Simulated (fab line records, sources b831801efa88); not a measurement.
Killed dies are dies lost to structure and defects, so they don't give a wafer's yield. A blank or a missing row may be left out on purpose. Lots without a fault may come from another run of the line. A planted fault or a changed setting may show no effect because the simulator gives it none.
fab line records | flow sky130
record lots=6 wafers=18 last_day=49
route steps=708 shown NWELL@65 PWDE@84 VT_ADJUST_HVTP@85 VT_ADJUST_LVTN@97 PAD_OPEN@708
lots that met no fault: from a run of the same line without faults
start_h: hours from the record's first day to the start of the lot's first wafer shown | wait_h: hours since the lot's step before | " the same as in the row above | L1.1+2: a row that stands for several wafers | - no value, or no start given | * or withheld: withheld | < > ~ a bound
route shown NAME@n: a module of which the file shows steps, and the number in the route of the first | usual: mean/standard deviation of fault-free wafers | same: alike in all rows | chamber/n: place in a boat | sites: the reading at each site | _std_site: their standard deviation | _edge_site: outer sites' mean less inner sites' | radius_mm: how far each site lies from the wafer's centre | mask NAME#n: copy n | behind: the tool/chamber that last shaped the wafer | hold: why the lot was held/for how many hours/how that ended | device: the transistor (n, p or np) that didn't switch | end of line: the same wafers' tests at the end of the route | a step without rows: its recipe alone | killed: dies lost to structure and defects at the first sort, not the wafer's yield | map: a wafer's dies, x killed, . not, _ none there
set.NAME: the setting as run; set.NAME@STEP: as run at that earlier step | model.NAME: the simulator's own value behind a step, which no gauge read
lots at some steps of the route; a table a step, a row a wafer
services: from which hour (start_h, from the record's first day; less than 0 if before it) a tool's chamber was out of use, for how many hours, and why
## steps
# step SKY_NWELL_IMPLANT_12
# recipe species=P energy_kev=120 dose_cm2=1.3e+12 tilt_deg=withheld
# step SKY_NWELL_IMPLANT_13
# recipe species=P energy_kev=50 dose_cm2=7e+11 tilt_deg=withheld
# step SKY_NWELL_STRIP_14
# recipe chemistry=O2/N2 power_w=1400 pressure_mtorr=1500 platen_temp_c=withheld o2_flow_sccm=3000 n2_flow_sccm=300 overash_fraction=0.5
# usual drypump_motor_current_A=5.42/0.28 oes_product_au=0.722/0.0048 strip_time_to_endpoint_s=36.94/0.11
# columns lot.wafer tool chamber start_h wait_h drypump_motor_current_A oes_product_au rf_hours_counter_h strip_time_to_endpoint_s
L832.1 plasma_asher-01 0 103.34 0.1 5.09 0.718 28 36.96
L832.3 " 0 " " 5.12 0.718 - 36.80
L832.6 " 1 " " 5.13 0.719 - 36.92
L836.2 plasma_asher-04 1 122.89 0.1 5.57 0.722 46 37.16
L836.5 " 1 " " 5.59 0.729 - 37.11
L836.6 " 0 " " 5.73 0.723 - 37.08
L838.1 plasma_asher-03 0 137.00 0.1 5.81 0.711 2 36.79
L838.3 " 0 " " 5.81 0.725 - 36.97
L838.4 " 1 " " 5.44 0.713 - 36.90
L844.1 plasma_asher-01 1 172.29 0.1 5.15 0.723 35 36.87
L844.5 " 1 " " 5.12 0.722 - 36.95
L844.6 " 0 " " 5.09 0.718 - 36.95
L848.1 plasma_asher-04 0 195.05 0.1 5.73 0.713 53 37.02
L848.2 " 1 " " 5.55 0.726 53 37.02
L848.6 " 1 " " 5.56 0.720 - 37.00
L849.1 plasma_asher-04 0 201.63 0.1 5.73 0.714 53 36.83
L849.4 " 0 " " 5.74 0.723 - 36.80
L849.5 " 1 " " 5.57 0.725 - 36.87
# step SKY_NWELL_TW_MEAS_15
# usual NWELL_TW=1835/15
# columns lot.wafer tool chamber start_h wait_h NWELL_TW
L832.1 film_metro-01 - 103.44 0.1 1851
L832.3 " - " " 1851
L832.6 " - " " 1854
L836.2 film_metro-01 - 123.00 0.1 1847
L836.5 " - " " 1847
L836.6 " - " " 1841
L838.1 film_metro-01 - 137.10 0.1 1855
L838.3 " - " " 1852
L838.4 " - " " 1855
L844.1 film_metro-01 - 172.39 0.1 1846
L844.5 " - " " 1853
L844.6 " - " " 1850
L848.1 film_metro-03 - 195.15 0.1 1822
L848.2 " - " " 1806
L848.6 " - " " 1813
L849.1 film_metro-04 - 201.73 0.1 1852
L849.4 " - " " 1844
L849.5 " - " " 1839
# step SKY_NWELL_DEHYDRATE_16
# recipe temp_c=200 time_s=60
# step SKY_NWELL_HMDS_17
# recipe prime_time_s=60 prime_temp_c=120
# step SKY_NWELL_COAT_18
# recipe spin_rpm=2000 resist_thk_nm=3000
# step SKY_NWELL_SOFTBAKE_19
# recipe temp_c=110 time_s=withheld
# step SKY_NWELL_EXPOSE_20
# recipe mask_id=NWM_COMPLEMENT na=0.6 source_shape=conventional sigma_outer=0.6 polarization=unpolarized target_cd_nm=840 dose_mj=260
# step SKY_NWELL_PEB_21
# recipe temp_c=115 time_s=withheld
# step SKY_NWELL_DEVELOP_22
# recipe wall_angle_deg=90 developer=TMAH develop_time_s=60 dev_temp_c=23
# step SKY_NWELL_OVL_MEAS_23
# usual NWELL_01_OVL=-0.8/1.1
# columns lot.wafer tool chamber start_h wait_h NWELL_01_OVL[nm]
L832.1 overlay-02 - 120.71 - -0.8
L832.3 " - " " -0.9
L832.6 " - " " -0.3
L836.2 overlay-01 - 141.71 - -1.8
L836.5 " - " " -0.5
L836.6 " - " " -0.7
L838.1 overlay-01 - 156.84 - -2.4
L838.3 " - " " -0.8
L838.4 " - " " -0.1
L844.1 overlay-02 - 193.61 - -0.1
L844.5 " - " " 0.2
L844.6 " - " " 0.0
L848.1 overlay-01 - 217.56 - -0.2
L848.2 " - " " -0.5
L848.6 " - " " -0.4
L849.1 overlay-01 - 223.60 - -0.3
L849.4 " - " " -1.8
L849.5 " - " " -2.2
# step SKY_NWELL_IMPLANT_24
# recipe species=B energy_kev=140 dose_cm2=9.2e+12 tilt_deg=withheld
# usual beam_on_s=10.00/0.18 end_station_pressure_torr=5.05e-06/2.8e-07
# columns lot.wafer tool chamber start_h wait_h beam_on_s end_station_pressure_torr
L832.1 implanter-03 0 120.75 0.0 10.02 5.25e-06
L832.3 " 0 " " 9.93 5.17e-06
L832.6 " 0 " " 9.87 5.26e-06
L836.2 implanter-03 0 141.76 0.0 9.78 5.08e-06
L836.5 " 0 " " 9.84 5.29e-06
L836.6 " 0 " " 10.13 5.2e-06
L838.1 implanter-02 0 156.88 0.0 10.09 5.35e-06
L838.3 " 0 " " 10.11 5.02e-06
L838.4 " 0 " " 10.17 4.92e-06
L844.1 implanter-02 0 193.65 0.0 10.31 4.97e-06
L844.5 " 0 " " 10.49 5.19e-06
L844.6 " 0 " " 10.02 4.98e-06
L848.1 implanter-02 0 217.60 0.0 9.94 4.63e-06
L848.2 " 0 " " 9.96 5.02e-06
L848.6 " 0 " " 9.92 4.6e-06
L849.1 implanter-04 0 223.64 0.0 9.83 4.88e-06
L849.4 " 0 " " 9.98 4.92e-06
L849.5 " 0 " " 9.71 5.38e-06
# step SKY_NWELL_STRIP_25
# recipe chemistry=O2/N2 power_w=1400 pressure_mtorr=1500 platen_temp_c=withheld o2_flow_sccm=3000 n2_flow_sccm=300 overash_fraction=0.5
# usual drypump_motor_current_A=5.46/0.27 oes_product_au=0.722/0.0044 strip_time_to_endpoint_s=36.93/0.11
# columns lot.wafer tool chamber start_h wait_h drypump_motor_current_A oes_product_au rf_hours_counter_h strip_time_to_endpoint_s
L832.1 plasma_asher-03 0 120.90 0.1 5.81 0.720 0 36.87
L832.3 " 0 " " 5.81 0.718 - 36.82
L832.6 " 1 " " 5.41 0.726 - 36.81
L836.2 plasma_asher-01 0 141.89 0.1 5.08 0.719 32 37.01
L836.5 " 0 " " 5.09 0.717 - 36.96
L836.6 " 1 " " 5.15 0.726 - 36.98
L838.1 plasma_asher-04 1 157.03 0.1 5.57 0.714 49 36.86
L838.3 " 0 " " 5.74 0.716 - 36.82
L838.4 " 1 " " 5.58 0.715 - 36.92
L844.1 plasma_asher-01 0 193.80 0.1 5.10 0.725 37 36.98
L844.5 " 0 " " 5.10 0.731 - 36.94
L844.6 " 1 " " 5.15 0.719 - 36.98
L848.1 plasma_asher-03 0 217.75 0.1 5.78 0.719 9 37.00
L848.2 " 1 " " 5.41 0.726 9 36.88
L848.6 " 0 " " 5.80 0.723 - 37.08
L849.1 plasma_asher-03 1 223.79 0.1 5.43 0.723 10 36.81
L849.4 " 0 " " 5.78 0.718 - 36.77
L849.5 " 1 " " 5.44 0.724 - 36.82
# step SKY_NWELL_TW_MEAS_26
# usual NWELL_2_TW=500/3.8
# columns lot.wafer tool chamber start_h wait_h NWELL_2_TW
L832.1 film_metro-01 - 121.00 0.1 505
L832.3 " - " " 502
L832.6 " - " " 503
L836.2 film_metro-04 - 142.00 0.1 496
L836.5 " - " " 497
L836.6 " - " " 501
L838.1 film_metro-04 - 157.31 0.2 500
L838.3 " - " " 500
L838.4 " - " " 496
L844.1 film_metro-04 - 193.90 0.1 497
L844.5 " - " " 495
L844.6 " - " " 496
L848.1 film_metro-01 - 217.85 0.1 488
L848.2 " - " " 488
L848.6 " - " " 490
L849.1 film_metro-04 - 223.89 0.1 502
L849.4 " - " " 502
L849.5 " - " " 502
# step SKY_NWELL_CLEAN_27
# recipe chemistry=SC1/SC2 mix=1:4:20 temp_c=70 time_s=155.1 dry=n2_spin
# step SKY_NWELL_RTA_28
# recipe temp_c=1050 time_s=30 idle_temp_c=650 ramp_up_c_per_s=150 ramp_down_c_per_s=90 ambient=N2
# usual lamp_power_pct=25.31/0.055 wafer_temp_C_max=1054.8/1
# columns lot.wafer tool chamber start_h wait_h lamp_power_pct wafer_temp_C_max
L832.1 rtp_anneal-02 0 121.11 0.0 25.27 1055.5
L832.3 " 0 " " 25.27 1058.1
L832.6 " 0 " " 25.28 1056.1
L836.2 rtp_anneal-01 0 142.11 0.0 25.24 1057.5
L836.5 " 0 " " 25.36 1053.8
L836.6 " 0 " " 25.32 1054.8
L838.1 rtp_anneal-02 0 157.42 0.0 25.44 1054.8
L838.3 " 0 " " 25.30 1054.4
L838.4 " 0 " " 25.34 1053.3
L844.1 rtp_anneal-02 0 194.01 0.0 25.36 1054.4
L844.5 " 0 " " 25.31 1054.3
L844.6 " 0 " " 25.35 1054.8
L848.1 rtp_anneal-01 0 217.96 0.0 25.30 1054.6
L848.2 " 0 " " 25.37 1055.1
L848.6 " 0 " " 25.35 1054.8
L849.1 rtp_anneal-02 0 224.00 0.0 25.30 1054.9
L849.4 " 0 " " 25.33 1054.8
L849.5 " 0 " " 25.22 1055.4
# step SKY_NWELL_RS_MEAS_29
# recipe thk_meas_gauge=four-point-probe
# usual NWELL_RS=624.1/1.3
# columns lot.wafer tool chamber start_h wait_h NWELL_RS[ohm/sq]
L832.1 film_metro-03 - 121.21 0.1 621.4
L832.3 " - " " 621.9
L832.6 " - " " 622.5
L836.2 film_metro-01 - 142.22 0.1 624.4
L836.5 " - " " 623.5
L836.6 " - " " 625.5
L838.1 film_metro-04 - 157.52 0.1 622.7
L838.3 " - " " 625.6
L838.4 " - " " 625.6
L844.1 film_metro-01 - 194.11 0.1 624.1
L844.5 " - " " 622.0
L844.6 " - " " 624.0
L848.1 film_metro-03 - 218.06 0.1 624.7
L848.2 " - " " 625.4
L848.6 " - " " 623.5
L849.1 film_metro-01 - 224.10 0.1 623.8
L849.4 " - " " 624.2
L849.5 " - " " 625.4
# step SKY_NWELL_RS_MEAS_31
# recipe thk_meas_gauge=four-point-probe
# usual PWDE_RS=5276/20
# columns lot.wafer tool chamber start_h wait_h PWDE_RS[ohm/sq]
L832.1 film_metro-03 - 121.45 0.1 5291
L832.3 " - " " 5272
L832.6 " - " " 5273
L836.2 film_metro-01 - 142.46 0.1 5281
L836.5 " - " " 5281
L836.6 " - " " 5278
L838.1 film_metro-04 - 157.76 0.1 5315
L838.3 " - " " 5326
L838.4 " - " " 5335
L844.1 film_metro-01 - 194.35 0.1 5292
L844.5 " - " " 5275
L844.6 " - " " 5287
L848.1 film_metro-03 - 218.30 0.1 5260
L848.2 " - " " 5254
L848.6 " - " " 5256
L849.1 film_metro-01 - 224.34 0.1 5247
L849.4 " - " " 5257
L849.5 " - " " 5248
# step SKY_VT_ADJUST_HVTP_DEHYDRATE_00
# recipe temp_c=200 time_s=60
# step SKY_VT_ADJUST_HVTP_HMDS_01
# recipe prime_time_s=60 prime_temp_c=120
# step SKY_VT_ADJUST_HVTP_COAT_02
# recipe resist=NOVOLAK spin_rpm=3000 resist_thk_nm=1140
# step SKY_VT_ADJUST_HVTP_SOFTBAKE_03
# recipe temp_c=90 time_s=60 resist=NOVOLAK
# step SKY_VT_ADJUST_HVTP_EXPOSE_04
# recipe mask_id=HVTPM na=0.6 source_shape=conventional sigma_outer=0.6 polarization=unpolarized target_cd_nm=380 dose_mj=140
# step SKY_VT_ADJUST_HVTP_PEB_05
# recipe temp_c=withheld time_s=* resist=NOVOLAK
# step SKY_VT_ADJUST_HVTP_DEVELOP_06
# recipe resist=NOVOLAK developer=TMAH develop_time_s=60 dev_temp_c=23
# step SKY_VT_ADJUST_HVTP_CD_MEAS_07
# recipe target_cd_nm=380
# usual cd_nm=379.6/2.2
# columns lot.wafer tool chamber start_h wait_h cd_nm
L832.1 cd_sem-01 - 140.15 0.1 377.7
L832.3 " - " " 377.9
L832.6 " - " " 377.8
L836.2 cd_sem-02 - 162.29 0.1 381.3
L836.5 " - " " 382.2
L836.6 " - " " 380.5
L838.1 cd_sem-01 - 177.32 0.1 376.1
L838.3 " - " " 377.9
L838.4 " - " " 378.5
L844.1 cd_sem-02 - 215.96 0.1 381.7
L844.5 " - " " 380.1
L844.6 " - " " 381.3
L848.1 cd_sem-02 - 241.17 0.1 379.0
L848.2 " - " " 381.0
L848.6 " - " " 378.8
L849.1 cd_sem-01 - 247.91 0.1 379.0
L849.4 " - " " 375.9
L849.5 " - " " 375.8
# step SKY_VT_ADJUST_HVTP_OVL_MEAS_08
# usual VT_ADJUST_HVTP_OVL=0.2/1.2
# columns lot.wafer tool chamber start_h wait_h VT_ADJUST_HVTP_OVL[nm]
L832.1 overlay-01 - 140.27 0.1 0.5
L832.3 " - " " -0.4
L832.6 " - " " 0.0
L836.2 overlay-01 - 162.39 0.1 -1.3
L836.5 " - " " -2.6
L836.6 " - " " -2.3
L838.1 overlay-02 - 177.44 0.1 1.6
L838.3 " - " " 1.9
L838.4 " - " " 3.8
L844.1 overlay-02 - 216.08 0.1 -1.2
L844.5 " - " " 1.5
L844.6 " - " " 0.6
L848.1 overlay-02 - 241.29 0.1 -0.3
L848.2 " - " " -0.4
L848.6 " - " " 1.0
L849.1 overlay-01 - 248.03 0.1 0.0
L849.4 " - " " -0.6
L849.5 " - " " -0.4
# step SKY_VT_ADJUST_HVTP_IMPLANT_09
# recipe species=As energy_kev=150 dose_cm2=4.3e+12 tilt_deg=withheld
# step SKY_VT_ADJUST_HVTP_STRIP_10
# recipe chemistry=O2/N2 power_w=1400 pressure_mtorr=1500 platen_temp_c=withheld o2_flow_sccm=3000 n2_flow_sccm=300 overash_fraction=0.5
# usual drypump_motor_current_A=5.5/0.38 oes_product_au=0.716/0.0047 strip_time_to_endpoint_s=14.18/0.039
# columns lot.wafer tool chamber start_h wait_h drypump_motor_current_A oes_product_au rf_hours_counter_h strip_time_to_endpoint_s
L832.1 plasma_asher-04 0 140.46 0.1 5.8 0.716 47 14.24
L832.3 " 1 " " 5.6 0.713 - 14.21
L832.6 " 0 " " 5.7 0.719 - 14.21
L836.2 plasma_asher-04 0 162.57 0.1 5.7 0.719 50 14.17
L836.5 " 1 " " 5.6 0.708 - 14.16
L836.6 " 0 " " 5.7 0.718 - 14.17
L838.1 plasma_asher-02 1 177.62 0.1 6.1 0.708 50 14.21
L838.3 " 0 " " 5.7 0.708 - 14.18
L838.4 " 1 " " 6.1 0.716 - 14.22
L844.1 plasma_asher-02 0 216.27 0.1 5.7 0.728 54 14.18
L844.5 " 0 " " 5.6 0.722 - 14.14
L844.6 " 1 " " 6.1 0.717 - 14.15
L848.1 plasma_asher-02 1 241.47 0.1 6.2 0.709 57 14.11
L848.2 " 0 " " 5.7 0.712 57 14.11
L848.6 " 0 " " 5.7 0.724 - 14.12
L849.1 plasma_asher-02 1 248.22 0.1 6.1 0.712 57 14.15
L849.4 " 1 " " 6.2 0.712 - 14.15
L849.5 " 1 " " 6.1 0.717 - 14.19
# step SKY_VT_ADJUST_HVTP_TW_MEAS_11
# usual VT_ADJUST_HVTP_TW=1365/13
# columns lot.wafer tool chamber start_h wait_h VT_ADJUST_HVTP_TW
L832.1 film_metro-01 - 140.56 0.1 1381
L832.3 " - " " 1381
L832.6 " - " " 1384
L836.2 film_metro-01 - 162.68 0.1 1385
L836.5 " - " " 1375
L836.6 " - " " 1376
L838.1 film_metro-01 - 177.72 0.1 1379
L838.3 " - " " 1379
L838.4 " - " " 1372
L844.1 film_metro-01 - 216.37 0.1 1351
L844.5 " - " " 1351
L844.6 " - " " 1352
L848.1 film_metro-01 - 241.57 0.1 1359
L848.2 " - " " 1351
L848.6 " - " " 1352
L849.1 film_metro-03 - 248.32 0.1 1341
L849.4 " - " " 1341
L849.5 " - " " 1347
# step SKY_VT_ADJUST_LVTN_DEHYDRATE_00
# recipe temp_c=200 time_s=60
# step SKY_VT_ADJUST_LVTN_HMDS_01
# recipe prime_time_s=60 prime_temp_c=120
# step SKY_VT_ADJUST_LVTN_COAT_02
# recipe spin_rpm=2000 resist_thk_nm=3000
# step SKY_VT_ADJUST_LVTN_SOFTBAKE_03
# recipe temp_c=110 time_s=withheld
# step SKY_VT_ADJUST_LVTN_EXPOSE_04
# recipe mask_id=NWM_COMPLEMENT_LESS_NATIVE na=0.6 source_shape=conventional sigma_outer=0.6 polarization=unpolarized target_cd_nm=840 dose_mj=194
# step SKY_VT_ADJUST_LVTN_PEB_05
# recipe temp_c=115 time_s=withheld
# step SKY_VT_ADJUST_LVTN_DEVELOP_06
# recipe wall_angle_deg=90 developer=TMAH develop_time_s=60 dev_temp_c=23
# step SKY_VT_ADJUST_LVTN_OVL_MEAS_07
# usual VT_ADJUST_LVTN_OVL=-0.2/1.1
# columns lot.wafer tool chamber start_h wait_h VT_ADJUST_LVTN_OVL[nm]
L832.1 overlay-01 - 159.87 - -1.4
L832.3 " - " " 0.4
L832.6 " - " " -0.9
L836.2 overlay-01 - 182.66 - 0.4
L836.5 " - " " 0.4
L836.6 " - " " 0.8
L838.1 overlay-01 - 198.75 - -1.0
L838.3 " - " " -0.4
L838.4 " - " " -0.9
L844.1 overlay-01 - 239.65 - -0.7
L844.5 " - " " -0.1
L844.6 " - " " -0.9
L848.1 overlay-02 - 265.19 - 0.0
L848.2 " - " " 0.3
L848.6 " - " " 0.4
L849.1 overlay-02 - 271.99 - -0.9
L849.4 " - " " -0.4
L849.5 " - " " -0.3
# step SKY_VT_ADJUST_LVTN_IMPLANT_08
# recipe species=B energy_kev=30 dose_cm2=1.57e+12 tilt_deg=withheld
# step SKY_VT_ADJUST_LVTN_STRIP_09
# recipe chemistry=O2/N2 power_w=1400 pressure_mtorr=1500 platen_temp_c=withheld o2_flow_sccm=3000 n2_flow_sccm=300 overash_fraction=0.5
# usual drypump_motor_current_A=5.71/0.23 oes_product_au=0.722/0.0047 strip_time_to_endpoint_s=36.91/0.11
# columns lot.wafer tool chamber start_h wait_h drypump_motor_current_A oes_product_au rf_hours_counter_h strip_time_to_endpoint_s
L832.1 plasma_asher-02 1 160.05 0.1 6.14 0.727 48 37.12
L832.3 " 1 " " 6.15 0.722 - 37.10
L832.6 " 1 " " 6.16 0.721 - 36.97
L836.2 plasma_asher-03 1 182.84 0.1 5.42 0.725 6 36.67
L836.5 " 1 " " 5.44 0.723 - 36.72
L836.6 " 0 " " 5.82 0.713 - 36.88
L838.1 plasma_asher-02 0 198.94 0.1 5.68 0.713 52 36.88
L838.3 " 0 " " 5.66 0.723 - 37.00
L838.4 " 1 " " 6.13 0.720 - 36.75
L844.1 plasma_asher-03 0 239.84 0.1 5.79 0.723 11 36.80
L844.5 " 1 " " 5.42 0.725 - 36.93
L844.6 " 0 " " 5.80 0.718 - 36.83
L848.1 plasma_asher-03 1 265.38 0.1 5.41 0.726 14 36.81
L848.2 " 0 " " 5.79 0.721 14 36.91
L848.6 " 0 " " 5.79 0.716 - 37.02
L849.1 plasma_asher-04 1 272.18 0.1 5.55 0.716 60 36.94
L849.4 " 0 " " 5.73 0.720 - 36.95
L849.5 " 1 " " 5.57 0.715 - 36.99
# step SKY_PAD_OPEN_PROBE_99
# usual killed_at_M0_to_M3=43/7.7 killed_at_M4_up=3.0/1.7 killed_at_contacts=24/5.2 killed_at_front_end=15/4.5 killed_at_other=0.3/0.5 killed_dies=85/9.5 killed_open=47/6.6 killed_short=38/6.6
# same gross_dies=492 killed_at_back_side=0
# columns lot.wafer tool chamber start_h wait_h killed_at_M0_to_M3 killed_at_M4_up killed_at_contacts killed_at_front_end killed_at_other killed_dies killed_open killed_short model.etest.pfet_16v.r_on_ohm_um model.etest.res_pwell_under_gate.rs_ohm_sq model.etest.res_pwell_under_gate.rs_ohm_sq_range model.etest.res_pwell_under_gate.rs_ohm_sq_rim_less_centre model.etest.pfet_16v.drive_ua_um model.etest.field_n.vt_v
L832.1 prober-02 - 1102.53 0.1 40 1 20 19 0 80 36 44 1.551e+04 2312 36.3 -10.42 241.3 35.89
L832.3 prober-02 - 1102.63 0.2 47 2 29 15 2 95 52 43 1.555e+04 2324 39.63 -2.35 239.9 35.91
L832.6 prober-02 - 1102.78 0.2 33 2 25 22 1 83 51 32 1.557e+04 2312 64.2 -31.79 240.1 35.9
L836.2 prober-02 - 1112.62 0.1 44 7 29 18 1 99 55 44 1.474e+04 2280 69.38 -55.35 252.2 34.75
L836.5 prober-02 - 1112.77 0.2 36 3 20 12 0 71 40 31 1.449e+04 2270 49.04 -4.896 254.8 34.72
L836.6 prober-02 - 1112.82 0.2 46 6 24 27 0 103 49 54 1.496e+04 2283 61.76 7.871 249.4 35.97
L838.1 prober-02 - 1128.25 0.1 49 3 24 14 1 91 58 33 1.462e+04 2294 50.52 -23.47 252.6 35.1
L838.3 prober-02 - 1128.35 0.2 40 4 20 16 0 80 45 35 1.483e+04 2275 63.74 5.974 250.9 35.31
L838.4 prober-02 - 1128.40 0.2 43 5 18 17 0 83 50 33 1.472e+04 2282 37.52 -29.9 253.1 35.4
L844.1 prober-01 - 1169.54 0.1 40 3 23 13 1 80 44 36 1.566e+04 2418 143.4 -70.65 241.5 34.61
L844.5 prober-01 - 1169.74 0.2 34 1 30 16 0 81 40 41 1.552e+04 2406 169.4 -46.57 240.4 34.7
L844.6 prober-01 - 1169.79 0.2 50 3 22 16 0 91 45 46 1.54e+04 2404 142.9 -47.85 241.1 34.13
L848.1 prober-01 - 1176.29 0.1 64 4 24 14 0 106 59 47 1.62e+04 2415 162.6 -84.26 231.1 34.71
L848.2 prober-01 - 1176.34 0.1 41 5 35 16 0 97 50 47 1.593e+04 2394 155.8 -42.33 234.7 34.51
L848.6 prober-01 - 1176.54 0.2 42 1 7 20 0 70 37 33 1.607e+04 2409 172.5 -78.31 234 34.76
L849.1 prober-01 - 1182.93 0.1 43 2 26 16 1 88 48 40 1.501e+04 2292 51.75 5.03 242.2 35.38
L849.4 prober-01 - 1183.08 0.2 47 1 28 22 0 98 42 56 1.517e+04 2303 45.13 -8.666 241.9 35.31
L849.5 prober-01 - 1183.13 0.2 50 5 20 11 0 86 41 45 1.545e+04 2309 37.31 -15.12 240.5 35.69
# killed by level:class
L832.1 METAL2:geometric_particle:short=10 VIA1:geometric_particle:open=9 POLY_GATE:geometric_particle:short=7 LI_CONTACT:geometric_particle:open=6 LOCAL_INTERCONNECT:geometric_particle:short=5 METAL1:geometric_particle:short=5 POLY_GATE:geometric_particle:open=4 VIA3:geometric_particle:open=4
L832.3 VIA3:geometric_particle:open=10 CONTACT:geometric_particle:open=9 LI_CONTACT:geometric_particle:open=8 VIA1:geometric_particle:open=8 METAL2:geometric_particle:short=8 FIELD_ISO:geometric_particle:short=7 LOCAL_INTERCONNECT:geometric_particle:short=4 METAL1:geometric_particle:short=4
L832.6 CONTACT:geometric_particle:open=17 FIELD_ISO:geometric_particle:short=6 POLY_GATE:geometric_particle:open=6 VIA3:geometric_particle:open=6 VIA2:geometric_particle:open=5 VIA1:geometric_particle:open=5 VIA1:geometric_particle:short=4 LI_CONTACT:geometric_particle:open=3
L836.2 CONTACT:geometric_particle:open=15 VIA3:geometric_particle:open=8 VIA1:geometric_particle:open=8 VIA2:geometric_particle:open=6 POLY_GATE:geometric_particle:short=5 METAL4:geometric_particle:short=5 LOCAL_INTERCONNECT:geometric_particle:short=4 CONTACT:geometric_particle:short=4
L836.5 CONTACT:geometric_particle:open=11 VIA3:geometric_particle:open=8 VIA1:geometric_particle:open=7 VIA1:geometric_particle:short=5 FIELD_ISO:geometric_particle:open=4 LI_CONTACT:geometric_particle:short=3 CONTACT:geometric_particle:short=3 METAL2:geometric_particle:short=3
L836.6 VIA1:geometric_particle:open=11 FIELD_ISO:geometric_particle:short=10 LI_CONTACT:geometric_particle:open=9 POLY_GATE:geometric_particle:short=7 CONTACT:geometric_particle:open=7 METAL1:geometric_particle:short=6 VIA2:geometric_particle:open=6 VIA3:geometric_particle:open=6
L838.1 CONTACT:geometric_particle:open=11 VIA3:geometric_particle:open=11 VIA1:geometric_particle:open=10 VIA2:geometric_particle:open=8 LI_CONTACT:geometric_particle:open=7 FIELD_ISO:geometric_particle:short=5 VIA1:geometric_particle:short=5 METAL1:geometric_particle:short=4
L838.3 VIA1:geometric_particle:open=9 POLY_GATE:geometric_particle:open=6 LI_CONTACT:geometric_particle:open=6 CONTACT:geometric_particle:open=6 VIA2:geometric_particle:open=5 VIA3:geometric_particle:short=5 METAL1:geometric_particle:short=4 METAL2:geometric_particle:short=4
L838.4 VIA1:geometric_particle:open=13 VIA2:geometric_particle:open=10 CONTACT:geometric_particle:open=7 POLY_GATE:geometric_particle:short=5 METAL1:geometric_particle:short=5 VIA3:geometric_particle:open=5 FIELD_ISO:geometric_particle:short=4 METAL2:geometric_particle:short=4
L844.1 LI_CONTACT:geometric_particle:open=9 VIA1:geometric_particle:open=9 VIA2:geometric_particle:open=8 CONTACT:geometric_particle:short=7 VIA3:geometric_particle:open=6 METAL2:geometric_particle:short=5 FIELD_ISO:geometric_particle:short=4 CONTACT:geometric_particle:open=4
L844.5 CONTACT:geometric_particle:open=14 FIELD_ISO:geometric_particle:open=7 FIELD_ISO:geometric_particle:short=6 VIA1:geometric_particle:open=5 VIA1:geometric_particle:short=5 CONTACT:geometric_particle:short=5 LI_CONTACT:geometric_particle:open=5 METAL2:geometric_particle:short=5
L844.6 METAL1:geometric_particle:short=9 VIA2:geometric_particle:open=9 CONTACT:geometric_particle:open=8 METAL2:geometric_particle:short=8 VIA1:geometric_particle:short=6 LI_CONTACT:geometric_particle:open=6 FIELD_ISO:geometric_particle:short=5 VIA1:geometric_particle:open=5
L848.1 VIA1:geometric_particle:open=18 VIA3:geometric_particle:open=10 VIA2:geometric_particle:open=9 METAL1:geometric_particle:short=8 CONTACT:geometric_particle:open=6 CONTACT:geometric_particle:short=6 VIA1:geometric_particle:short=6 LI_CONTACT:geometric_particle:open=5
L848.2 CONTACT:geometric_particle:open=13 METAL1:geometric_particle:short=8 CONTACT:geometric_particle:short=8 METAL2:geometric_particle:short=7 VIA1:geometric_particle:open=7 POLY_GATE:geometric_particle:open=6 VIA2:geometric_particle:open=6 POLY_GATE:geometric_particle:short=5
L848.6 VIA1:geometric_particle:open=15 FIELD_ISO:geometric_particle:short=8 FIELD_ISO:geometric_particle:open=7 METAL2:geometric_particle:short=6 VIA2:geometric_particle:open=6 VIA1:geometric_particle:short=3 METAL1:geometric_particle:short=3 VIA2:geometric_particle:short=3
L849.1 VIA3:geometric_particle:open=11 LI_CONTACT:geometric_particle:open=7 FIELD_ISO:geometric_particle:open=6 LOCAL_INTERCONNECT:geometric_particle:short=5 METAL1:geometric_particle:short=5 VIA1:geometric_particle:short=5 VIA2:geometric_particle:open=5 POLY_GATE:geometric_particle:open=4
L849.4 VIA1:geometric_particle:open=16 CONTACT:geometric_particle:open=9 METAL2:geometric_particle:short=9 METAL1:geometric_particle:short=8 FIELD_ISO:geometric_particle:short=7 LI_CONTACT:geometric_particle:short=6 LOCAL_INTERCONNECT:geometric_particle:short=6 FIELD_ISO:geometric_particle:open=5
L849.5 METAL2:geometric_particle:short=10 VIA2:geometric_particle:open=9 VIA1:geometric_particle:open=8 CONTACT:geometric_particle:open=7 LOCAL_INTERCONNECT:geometric_particle:short=6 VIA3:geometric_particle:open=5 POLY_GATE:geometric_particle:short=4 CONTACT:geometric_particle:short=4
## services
# columns tool chamber start_h hours kind
plasma_asher-03 - 108.75 9.0 pm
plasma_asher-03 0 108.75 9.0 vent_cycle
plasma_asher-03 1 108.75 9.0 vent_cycle
plasma_asher-03 0 117.75 - clean
plasma_asher-03 1 117.75 - clean
implanter-03 - 183.98 4.8 repair
implanter-03 - 185.05 2.4 repair
implanter-04 - 188.22 2.3 repair
plasma_asher-03 - 194.28 5.4 repair
plasma_asher-04 - 199.25 1.9 repair
plasma_asher-01 - 211.20 2.1 repair
plasma_asher-04 - 252.40 4.3 pm
## key
first_sign step=SKY_NWELL_TW_MEAS_26 reading=NWELL_2_TW direction=down sigmas=1.9 usual=500 struck=492
effect none on later readings
model_effect step=SKY_PAD_OPEN_PROBE_99 value=etest.pfet_16v.r_on_ohm_um without=1.523e+04 struck=1.58e+04
met_at SKY_NWELL_IMPLANT_24
struck_wafers L844.1,L844.5,L844.6,L848.1,L848.2,L848.6
tester_left_out L844,L848
onset_between 156.88 193.65
also_fits SKY_VT_ADJUST_LVTN_STRIP_09:plasma_asher-03
fault kind=process_parameter_drift tool=implanter-02 chamber=- onset_h=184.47 steps=SKY_NWELL_IMPLANT_24 channel=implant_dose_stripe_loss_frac offset=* shape=step end_h=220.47
# tester_left_out: of these lots the tester's yield and bins aren't shown, on N5 and GAA mostly nor the transistor test; their killed dies are dies lost to structure and defects alone, not to doping, threshold or leakage, so they don't give the yield
